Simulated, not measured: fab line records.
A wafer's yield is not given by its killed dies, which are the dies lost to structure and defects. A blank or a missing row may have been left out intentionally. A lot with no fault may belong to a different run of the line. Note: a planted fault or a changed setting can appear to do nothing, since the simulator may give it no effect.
What tool caused it?	flow sky130	11 lots, 33 wafers sampled, at 2 steps of a route of 708

WHAT THE GAUGES SHOWED, per wafer
SKY_SONOS_TUNNEL_TW_MEAS_12.
lot	measured	on	SONOS_TUNNEL_TW
L717	day 11 10:40	film metro-03	196.4 197.5 197.3
L720	day 12 14:53	film metro-03	198.3 197.9 196.7
L722	day 12 21:41	film metro-03	197.1 198.6 198.0
L723	day 13 11:05	film metro-03	196.6 196.7 196.7
L724	day 13 23:59	film metro-03	197.5 196.8 197.1
L725	day 14 02:35	film metro-02	196.7 195.5 195.4
L734	day 17 09:44	film metro-03	222.3 221.2 222.0
L735	day 17 21:30	film metro-01	224.2 224.3 224.9
L736	day 18 00:09	film metro-02	193.8 194.1 195.3
L738	day 18 12:13	film metro-03	198.5 198.3 198.4
L739	day 18 20:32	film metro-02	194.5 194.8 194.3

EACH LOT AND THE TOOL THAT RAN IT (in order: tool; ch and the chambers of the sampled wafers; start)
lot	SKY_SONOS_TUNNEL_IMPLANT_09
L717	implanter-02 ch 0, day 11 10:16
L720	implanter-03 ch 0, day 12 14:28
L722	implanter-01 ch 0, day 12 21:16
L723	implanter-02 ch 0, day 13 10:41
L724	implanter-02 ch 0, day 13 23:22
L725	implanter-02 ch 0, day 14 02:11
L734	implanter-02 ch 0, day 17 09:10
L735	implanter-02 ch 0, day 17 21:05
L736	implanter-01 ch 0, day 17 23:46
L738	implanter-03 ch 0, day 18 11:50
L739	implanter-01 ch 0, day 18 20:07
- SKY_SONOS_TUNNEL_IMPLANT_09

THE ANSWER, worked out from the rows above alone
Rule: the lots themselves supply what counts as usual. The widest of any qualifying gaps counts: lots, ordered by their means at a reading, are off when they make up no more than a third of the lots, leave a main group of 4 or more, and stand apart from it by 3 or more times the standard deviation of that group's means. Not used: any main group whose means are identical at the precision the tables above print for the reading. A lot without any number at a reading at which 4 lots or more have one is off too. All remaining lots with rows at the step are treated as sound.
Off: at SKY_SONOS_TUNNEL_TW_MEAS_12 (SONOS_TUNNEL_TW), L734, L735. Mean 196.6 and standard deviation 1.3 in the main group.
A tool fits if, at a process step before that reading, it ran every lot that is off, and no sound lot after the first of them. Those tools and the gauges at SKY_SONOS_TUNNEL_TW_MEAS_12 are tried in the same way. One candidate fits, namely implanter-02 at SKY_SONOS_TUNNEL_IMPLANT_09. Its last sound lot is L725 (day 14 02:11), its first lot that is off L734 (day 17 09:10): a fault that began between those two fits.

WHAT THE SIMULATOR PUT IN
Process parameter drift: implanter-02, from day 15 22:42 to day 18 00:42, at SKY_SONOS_TUNNEL_IMPLANT_09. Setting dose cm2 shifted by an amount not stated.
Shown lots that were struck: L734, L735. The rule given above showed the same thing.
